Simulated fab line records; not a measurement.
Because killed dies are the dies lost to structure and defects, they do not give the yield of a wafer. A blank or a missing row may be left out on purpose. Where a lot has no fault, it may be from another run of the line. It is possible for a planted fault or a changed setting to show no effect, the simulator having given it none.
Struck lot and sound lot, side by side || flow sky130 || 29 steps out of a route of 708
Sound: these wafers, L590.2, L590.4, L590.6. Wafers struck: L589.2, L589.3, L589.5. The cause comes at the end.
At each step with rows: each side's tool, then ch and its chambers, then its first start. Under that, the readings that differ: sound wafers || struck wafers || difference of the means || sigmas: that difference in standard deviations of wafers without a fault.
alike: readings with means less than 2 such deviations apart, plus words and numbers identical on both sides. not compared: withheld readings, readings lacking a value on some wafer, bounds such as >300 that could conceal the same value, and numbers that have no deviation in the record and whose values overlap.
The two part at a step that has a row with sigmas, a row that says differs or no value, or rows on one side only. Non-overlapping numbers with no deviation appear without sigmas and do not part them. A reading missing from all wafers of one side parts the sides only when that side holds two or more wafers.

first, 1 step without rows for these wafers: SKY_LDD_HVN_IMPLANT_08.
SKY_LDD_HVN_STRIP_09: strips in O2/N2.
  sound on plasma-asher-02 ch 0,1, day 27 06:28; struck on plasma-asher-04 ch 0,1, day 25 00:41
  alike: chamber-pressure-mTorr, drypump-motor-current-A, n2-flow-sccm, oes-product-au, strip-time-to-endpoint-s
  not compared: rf-hours-counter-h
SKY_LDD_HVN_TW_MEAS_10:
  sound on film-metro-02, day 27 06:34; struck on film-metro-03, day 25 00:48
  alike: LDD_HVN_TW
then, 7 steps without rows for these wafers: SKY_LDD_HVP_DEHYDRATE_00 (time 60 s); SKY_LDD_HVP_HMDS_01 (prime time 60 s); SKY_LDD_HVP_COAT_02 (resist thk 300 nm); SKY_LDD_HVP_SOFTBAKE_03 (time 60 s); SKY_LDD_HVP_EXPOSE_04 (exposes mask HVPTM, target cd 700 nm); SKY_LDD_HVP_PEB_05; SKY_LDD_HVP_DEVELOP_06 (develop time 60 s).
SKY_LDD_HVP_OVL_MEAS_07:
  sound on overlay-01, day 28 11:16; struck on overlay-01, day 26 06:23
  alike: LDD_HVP_OVL
following that, these wafers have no rows for 1 step: SKY_LDD_HVP_IMPLANT_08.
SKY_LDD_HVP_STRIP_09: strips in O2/N2.
  sound on plasma-asher-01 ch 0,1, day 28 11:26; struck on plasma-asher-04 ch 0,1, day 26 06:34
  no value came back on the struck wafers for any of 5 readings (chamber-pressure-mTorr (mTorr), drypump-motor-current-A (A) and others); on the sound wafers chamber-pressure-mTorr (mTorr) reads 1499.5 1502.0 1499.0
{"reading": "model.NOVOLAK_of_LDD_HVP_COAT_02.thk-nm (nm)", "sound": "0 0 0", "struck": "299.7 301.6 301.9", "difference": "+301.1", "sigmas": ""}
  not compared: rf-hours-counter-h
SKY_LDD_HVP_TW_MEAS_10:
  sound on film-metro-02, day 28 11:33; struck on film-metro-01, day 26 06:40
{"reading": "LDD_HVP_TW", "sound": "454 458 459", "struck": "449 453 448", "difference": -7, "sigmas": -2}
then, 7 steps without rows for these wafers: SKY_LDD_LDN_DEHYDRATE_00 (time 60 s); SKY_LDD_LDN_HMDS_01 (prime time 60 s); SKY_LDD_LDN_COAT_02 (resist thk 1140 nm); SKY_LDD_LDN_SOFTBAKE_03 (time 60 s); SKY_LDD_LDN_EXPOSE_04 (exposes mask LDNTM, target cd 700 nm); SKY_LDD_LDN_PEB_05; SKY_LDD_LDN_DEVELOP_06 (develop time 60 s).
SKY_LDD_LDN_OVL_MEAS_07:
  sound on overlay-01, day 29 16:58; struck on overlay-01, day 27 11:37
  alike: LDD_LDN_OVL
then, 4 steps without rows for these wafers: SKY_LDD_LDN_IMPLANT_08; SKY_LDD_LDN_IMPLANT_09; SKY_LDD_LDN_IMPLANT_10; SKY_LDD_LDN_IMPLANT_11.
SKY_LDD_LDN_STRIP_12: strips in O2/N2.
  sound on plasma-asher-02 ch 0, day 29 17:35; struck on plasma-asher-02 ch 0,1, day 27 12:15
{"reading": "strip-time-to-endpoint-s (s)", "sound": "14.26 14.21 14.22", "struck": "18.76 18.79 18.78", "difference": "+4.55", "sigmas": "+99 or more"}
  alike: chamber-pressure-mTorr, drypump-motor-current-A, n2-flow-sccm, oes-product-au
  not compared: rf-hours-counter-h
SKY_LDD_LDN_TW_MEAS_13:
  sound on film-metro-03, day 29 17:42; struck on film-metro-03, day 27 12:22
{"reading": "LDD_LDN_TW", "sound": "1466 1473 1467", "struck": "30 30 30", "difference": -1439, "sigmas": "-99 or more"}
then, 1 step without rows for these wafers: SKY_LDD_LDN_CLEAN_14 (cleans in SC1/SC2, time 150 s).

== WHERE THEY PART ==
First at SKY_LDD_HVP_STRIP_09; last, within this record, at SKY_LDD_LDN_TW_MEAS_13.

WHY: the cause the simulator had injected
Step skipped in full: plasma-asher-04, at SKY_LDD_HVP_STRIP_09, from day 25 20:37 onward. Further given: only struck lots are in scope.
